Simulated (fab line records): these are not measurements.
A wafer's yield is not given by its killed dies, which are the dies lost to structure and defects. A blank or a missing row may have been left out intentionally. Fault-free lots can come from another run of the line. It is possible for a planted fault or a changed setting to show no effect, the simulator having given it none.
What tool caused it? :: flow gf180mcu :: 12 lots, 36 wafers sampled, at 5 steps of a route of 602

WHAT THE GAUGES READ, wafer by wafer
GF_V2_THK_MEAS_01. Usual: V2_CVD_00_THK 600 nm, standard deviation 7.2.
lot: L219
measured: day 19 07:57
on: filmMetro-01
V2_CVD_00_THK (nm): 601 602 602
flag: 

lot: L220
measured: day 19 20:38
on: filmMetro-04
V2_CVD_00_THK (nm): 605 607 596
flag: 

lot: L222
measured: day 20 14:18
on: filmMetro-01
V2_CVD_00_THK (nm): 596 596 592
flag: 

lot: L224
measured: day 21 17:29
on: filmMetro-03
V2_CVD_00_THK (nm): 614 608 600
flag: 

lot: L226
measured: day 22 08:11
on: filmMetro-04
V2_CVD_00_THK (nm): 591 591 589
flag: 

lot: L227
measured: day 22 14:06
on: filmMetro-04
V2_CVD_00_THK (nm): 593 593 593
flag: 

lot: L228
measured: day 22 20:31
on: filmMetro-04
V2_CVD_00_THK (nm): 593 594 604
flag: 

lot: L236
measured: day 26 02:10
on: filmMetro-03
V2_CVD_00_THK (nm): 613 606 613
flag: 

lot: L237
measured: day 26 04:17
on: filmMetro-01
V2_CVD_00_THK (nm): 610 607 606
flag: 

lot: L238
measured: day 26 05:32
on: filmMetro-01
V2_CVD_00_THK (nm): 612 610 603
flag: 

lot: L240
measured: day 26 23:59
on: filmMetro-03
V2_CVD_00_THK (nm): 611 595 595
flag: 

lot: L241
measured: day 27 05:32
on: filmMetro-01
V2_CVD_00_THK (nm): 588 591 590
flag: 

GF_M3_RS_MEAS_05: the measuring method here is four-point-probe. Usual: M3_ALCU_RS 0.0695 ohm/sq, standard deviation 0.00076.
lot: L219
measured: day 20 10:56
on: filmMetro-01
M3_ALCU_RS (ohm/sq): 0.0698 0.0700 0.0690
flag: 

lot: L220
measured: day 20 22:55
on: filmMetro-04
M3_ALCU_RS (ohm/sq): 0.0694 0.0695 0.0705
flag: 

lot: L222
measured: day 21 16:29
on: filmMetro-01
M3_ALCU_RS (ohm/sq): 0.0686 0.0689 0.0687
flag: 

lot: L224
measured: day 22 19:47
on: filmMetro-02
M3_ALCU_RS (ohm/sq): 0.0700 0.0706 0.0693
flag: 

lot: L226
measured: day 23 09:47
on: filmMetro-02
M3_ALCU_RS (ohm/sq): 0.0695 0.0696 0.0694
flag: 

lot: L227
measured: day 23 15:35
on: filmMetro-02
M3_ALCU_RS (ohm/sq): 0.0685 0.0691 0.0685
flag: 

lot: L228
measured: day 23 21:50
on: filmMetro-02
M3_ALCU_RS (ohm/sq): 0.0692 0.0689 0.0693
flag: 

lot: L236
measured: day 27 01:06
on: filmMetro-02
M3_ALCU_RS (ohm/sq): 0.0689 0.0687 0.0692
flag: 

lot: L237
measured: day 27 03:00
on: filmMetro-04
M3_ALCU_RS (ohm/sq): 0.0702 0.0700 0.0700
flag: 

lot: L238
measured: day 27 04:38
on: filmMetro-01
M3_ALCU_RS (ohm/sq): 0.0689 0.0694 0.0687
flag: 

lot: L240
measured: day 27 22:15
on: filmMetro-04
M3_ALCU_RS (ohm/sq): 0.0693 0.0695 0.0690
flag: 

lot: L241
measured: day 28 04:23
on: filmMetro-02
M3_ALCU_RS (ohm/sq): 0.0694 0.0695 0.0701
flag: 

GF_V3_THK_MEAS_03. Usual: V3_CVD_02_THK 851 nm, standard deviation 12.
lot: L219
measured: day 21 11:57
on: filmMetro-01
V3_CVD_02_THK (nm): 850 867 863
flag: 

lot: L220
measured: day 21 23:29
on: filmMetro-03
V3_CVD_02_THK (nm): 864 847 874
flag: 

lot: L222
measured: day 22 16:55
on: filmMetro-01
V3_CVD_02_THK (nm): 844 836 863
flag: 

lot: L224
measured: day 23 19:54
on: filmMetro-01
V3_CVD_02_THK (nm): 849 852 863
flag: 

lot: L226
measured: day 24 09:18
on: filmMetro-02
V3_CVD_02_THK (nm): 834 871 848
flag: 

lot: L227
measured: day 24 15:32
on: filmMetro-03
V3_CVD_02_THK (nm): 591 599 603
flag: OFF

lot: L228
measured: day 24 21:43
on: filmMetro-03
V3_CVD_02_THK (nm): 579 594 602
flag: OFF

lot: L236
measured: day 27 22:09
on: filmMetro-02
V3_CVD_02_THK (nm): 847 843 864
flag: 

lot: L237
measured: day 27 23:52
on: filmMetro-03
V3_CVD_02_THK (nm): 847 841 852
flag: 

lot: L238
measured: day 28 01:30
on: filmMetro-02
V3_CVD_02_THK (nm): 856 855 872
flag: 

lot: L240
measured: day 28 19:02
on: filmMetro-02
V3_CVD_02_THK (nm): 851 865 858
flag: 

lot: L241
measured: day 29 00:32
on: filmMetro-01
V3_CVD_02_THK (nm): 843 840 858
flag: 

TOOL THAT RAN EACH LOT (tool first, then ch and the chambers of the sampled wafers, then the start)
lot: L219
GF_M3_STRIP_17: plasmaAsher-04 ch 0,1, day 21 11:10
GF_V3_CVD_02: pecvd-02 ch 0,1, day 21 11:50

lot: L220
GF_M3_STRIP_17: plasmaAsher-04 ch 0,1, day 21 22:46
GF_V3_CVD_02: pecvd-02 ch 1,2, day 21 23:25

lot: L222
GF_M3_STRIP_17: plasmaAsher-03 ch 0,1, day 22 16:11
GF_V3_CVD_02: pecvd-01 ch 0,1,2, day 22 16:51

lot: L224
GF_M3_STRIP_17: plasmaAsher-04 ch 0,1, day 23 19:10
GF_V3_CVD_02: pecvd-01 ch 0,2, day 23 19:49

lot: L226
GF_M3_STRIP_17: plasmaAsher-04 ch 0,1, day 24 08:31
GF_V3_CVD_02: pecvd-01 ch 0,2, day 24 09:13

lot: L227
GF_M3_STRIP_17: plasmaAsher-01 ch 0,1, day 24 14:49
GF_V3_CVD_02: pecvd-01 ch 0,1,2, day 24 15:26

lot: L228
GF_M3_STRIP_17: plasmaAsher-04 ch 0,1, day 24 20:58
GF_V3_CVD_02: pecvd-01 ch 0,1,2, day 24 21:38

lot: L236
GF_M3_STRIP_17: plasmaAsher-03 ch 0,1, day 27 21:22
GF_V3_CVD_02: pecvd-01 ch 0,1, day 27 22:04

lot: L237
GF_M3_STRIP_17: plasmaAsher-03 ch 0,1, day 27 23:06
GF_V3_CVD_02: pecvd-04 ch 0,1,2, day 27 23:48

lot: L238
GF_M3_STRIP_17: plasmaAsher-04 ch 0,1, day 28 00:45
GF_V3_CVD_02: pecvd-01 ch 1,2, day 28 01:25

lot: L240
GF_M3_STRIP_17: plasmaAsher-04 ch 0,1, day 28 18:15
GF_V3_CVD_02: pecvd-01 ch 0,1,2, day 28 18:57

lot: L241
GF_M3_STRIP_17: plasmaAsher-01 ch 0,1, day 28 23:47
GF_V3_CVD_02: pecvd-04 ch 0,1, day 29 00:29
- GF_M3_STRIP_17: strips in O2/N2.
- GF_V3_CVD_02: deposits SiO2 from TEOS, target thk 850 nm, time 94.851 s.

AS READ BY THE TOOLS THEMSELVES (means over the sampled wafers that have a number; for cases with no such wafer, the mark the record gives instead)
GF_M3_STRIP_17. Usual: drypumpMotorCurrentA 5.99 A, standard deviation 0.27; heaterPowerW 322 W, standard deviation 35; n2FlowSccm 300.0 sccm, standard deviation 0.8; oesProductAu 0.557 a.u., standard deviation 0.0052; stripTimeToEndpointS 7.88 s, standard deviation 0.051.
lot: L219
tool: plasmaAsher-04
drypumpMotorCurrentA (A): 6.14
heaterPowerW (W): 300
n2FlowSccm (sccm): 299.2
oesProductAu (a.u.): 0.559
stripTimeToEndpointS (s): 7.93
flag: 

lot: L220
tool: plasmaAsher-04
drypumpMotorCurrentA (A): 6.12
heaterPowerW (W): 297
n2FlowSccm (sccm): 300.2
oesProductAu (a.u.): 0.558
stripTimeToEndpointS (s): 7.89
flag: 

lot: L222
tool: plasmaAsher-03
drypumpMotorCurrentA (A): 5.90
heaterPowerW (W): 299
n2FlowSccm (sccm): 299.7
oesProductAu (a.u.): 0.557
stripTimeToEndpointS (s): 7.88
flag: 

lot: L224
tool: plasmaAsher-04
drypumpMotorCurrentA (A): 6.16
heaterPowerW (W): 305
n2FlowSccm (sccm): 299.8
oesProductAu (a.u.): 0.557
stripTimeToEndpointS (s): 7.82
flag: 

lot: L226
tool: plasmaAsher-04
drypumpMotorCurrentA (A): 6.16
heaterPowerW (W): 304
n2FlowSccm (sccm): 299.6
oesProductAu (a.u.): 0.562
stripTimeToEndpointS (s): 7.93
flag: 

lot: L227
tool: plasmaAsher-01
drypumpMotorCurrentA (A): 5.90
heaterPowerW (W): 388
n2FlowSccm (sccm): 300.2
oesProductAu (a.u.): 0.557
stripTimeToEndpointS (s): 7.85
flag: 

lot: L228
tool: plasmaAsher-04
drypumpMotorCurrentA (A): 6.12
heaterPowerW (W): 296
n2FlowSccm (sccm): 300.1
oesProductAu (a.u.): 0.560
stripTimeToEndpointS (s): 7.87
flag: 

lot: L236
tool: plasmaAsher-03
drypumpMotorCurrentA (A): 5.91
heaterPowerW (W): 301
n2FlowSccm (sccm): 299.9
oesProductAu (a.u.): 0.557
stripTimeToEndpointS (s): 7.80
flag: 

lot: L237
tool: plasmaAsher-03
drypumpMotorCurrentA (A): 5.78
heaterPowerW (W): 309
n2FlowSccm (sccm): 299.9
oesProductAu (a.u.): 0.558
stripTimeToEndpointS (s): 7.83
flag: 

lot: L238
tool: plasmaAsher-04
drypumpMotorCurrentA (A): 6.14
heaterPowerW (W): 305
n2FlowSccm (sccm): 300.0
oesProductAu (a.u.): 0.557
stripTimeToEndpointS (s): 7.86
flag: 

lot: L240
tool: plasmaAsher-04
drypumpMotorCurrentA (A): 6.14
heaterPowerW (W): 304
n2FlowSccm (sccm): 299.7
oesProductAu (a.u.): 0.562
stripTimeToEndpointS (s): 7.94
flag: 

lot: L241
tool: plasmaAsher-01
drypumpMotorCurrentA (A): 6.16
heaterPowerW (W): 379
n2FlowSccm (sccm): 300.6
oesProductAu (a.u.): 0.556
stripTimeToEndpointS (s): 7.90
flag: 

GF_V3_CVD_02. Usual: heaterPowerW reads 665 W (standard deviation 78).
lot: L219
tool: pecvd-02
heaterPowerW (W): 578
flag: 

lot: L220
tool: pecvd-02
heaterPowerW (W): 609
flag: 

lot: L222
tool: pecvd-01
heaterPowerW (W): 699
flag: 

lot: L224
tool: pecvd-01
heaterPowerW (W): 615
flag: 

lot: L226
tool: pecvd-01
heaterPowerW (W): 692
flag: 

lot: L227
tool: pecvd-01
heaterPowerW (W): 671
flag: 

lot: L228
tool: pecvd-01
heaterPowerW (W): 604
flag: 

lot: L236
tool: pecvd-01
heaterPowerW (W): 704
flag: 

lot: L237
tool: pecvd-04
heaterPowerW (W): 702
flag: 

lot: L238
tool: pecvd-01
heaterPowerW (W): 706
flag: 

lot: L240
tool: pecvd-01
heaterPowerW (W): 705
flag: 

lot: L241
tool: pecvd-04
heaterPowerW (W): 656
flag: 

THE ANSWER, worked out from the rows above alone
Rule: a lot counts as off when the mean over its wafers that have a number is more than 3 standard deviations away from the usual mean. A lot without any number at a reading at which 4 lots or more have one is off too. The other lots that the step has rows for count as sound. Order of review: gauges by route order, followed by the tools' own readings, for which a lot's mean as printed above is used. At the first step where some lot is off, the reading lying furthest off is the one used; lots without a number count as furthest.
Off: L227, L228, at GF_V3_THK_MEAS_03 (V3_CVD_02_THK).
If a tool, at a process step before that reading, ran all the lots that are off and no sound lot after the first of them, it fits. Those tools and the gauges at GF_V3_THK_MEAS_03 are tried in the same way. No candidate that was tried fits.

WHAT THE SIMULATOR PUT IN
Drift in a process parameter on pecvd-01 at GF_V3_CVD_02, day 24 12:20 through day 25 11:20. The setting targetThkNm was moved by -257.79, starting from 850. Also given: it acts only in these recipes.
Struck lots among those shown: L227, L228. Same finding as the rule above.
